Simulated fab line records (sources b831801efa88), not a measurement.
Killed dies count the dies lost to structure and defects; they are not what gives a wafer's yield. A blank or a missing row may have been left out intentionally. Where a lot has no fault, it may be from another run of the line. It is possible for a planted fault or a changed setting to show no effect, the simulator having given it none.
Problem report, 8D (eight disciplines) form, completed by code ; flow sky130 ; the parts of the form that need people (team, actions taken, sign-off) are left out

## 1. WHAT WENT WRONG
Wafers without a fault read 1493 W, standard deviation 5.1; rf_fwd_power_W at SKY_LI_CONTACT_ETCH_15 reads a mean of 1251 W on 6 wafers belonging to 2 lots. Relative to the usual mean, that is a shift of -48 standard deviations.
The step: etches PSG in C4F8/O2/Ar, stops on Si, target depth 600 nm.
Earliest sighting: wafer L507.1 on rie_diel-02 at day 32 12:15. The record holds 33 wafers of 11 lots with a number at this step. Rule for "out", or "out of limits": more than 4 standard deviations from the usual mean. The other wafers with a number count as sound.

## 2. WHAT IT IS AND WHAT IT IS NOT
question;is;is not
which readings at this step;rf_fwd_power_W;-
which lots;L507, L510;L500, L502, L503, L504, L514, L516, L517, L518, L519
which wafers of those lots;all that have a number;-
read on which tools;rie_diel-02;rie_diel-03, rie_diel-04
when;from day 32 12:15;"up to then (12 sound wafers); but 15 sound wafers of L514, L516, L517, L518, L519 came after"

## 3. THE SUSPECTS, EACH WITH WHAT RULES IT OUT
Counting: a tool at any process step up to the reading remains a suspect when it ran all the lots that are out and ran no sound lot after the first of those.
- rie_diel-02 at SKY_LI_CONTACT_ETCH_15 (etches PSG in C4F8/O2/Ar, stops on Si, target depth 600 nm): ruled out as a lasting fault. The sound lots L517, L518, L519 went through it after L507, its earliest lot that is out (day 32 12:15).
Left after counting: nothing in the record.

## 4. THE CAUSE (what the simulator had put in)
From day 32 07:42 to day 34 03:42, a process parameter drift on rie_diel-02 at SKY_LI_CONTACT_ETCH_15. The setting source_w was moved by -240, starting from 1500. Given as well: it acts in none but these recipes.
Counting ruled it out, wrongly.

## 5. SEQUENCE OF EFFECTS, ordered by route
Each row: a reading where the mean over the struck wafers with a number is more than 3 standard deviations away from the usual. Only readings for which the record gives a usual standard deviation are gone through. hours: the time from each lot's start at the first step in this table that gives one to its start at this step, as a median over the lots. sigmas: the change in usual standard deviations.
hours;step;reading;usual;on struck wafers;change;sigmas
0;SKY_LI_CONTACT_ETCH_15;rf_fwd_power_W;1493 W;1251;-242;-48
0;SKY_LI_CONTACT_STRIP_16;strip_time_to_endpoint_s;3.506 s;3.632;+0.126;+4.9
The process steps in it:
- SKY_LI_CONTACT_ETCH_15: etches PSG in C4F8/O2/Ar, stops on Si, target depth 600 nm.
- SKY_LI_CONTACT_STRIP_16: strips in O2/N2.

## 6. WHAT WOULD HAVE CAUGHT IT SOONER
In this record the first reading out of limits was taken at day 32 12:15, 5 hours after the fault began at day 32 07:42.
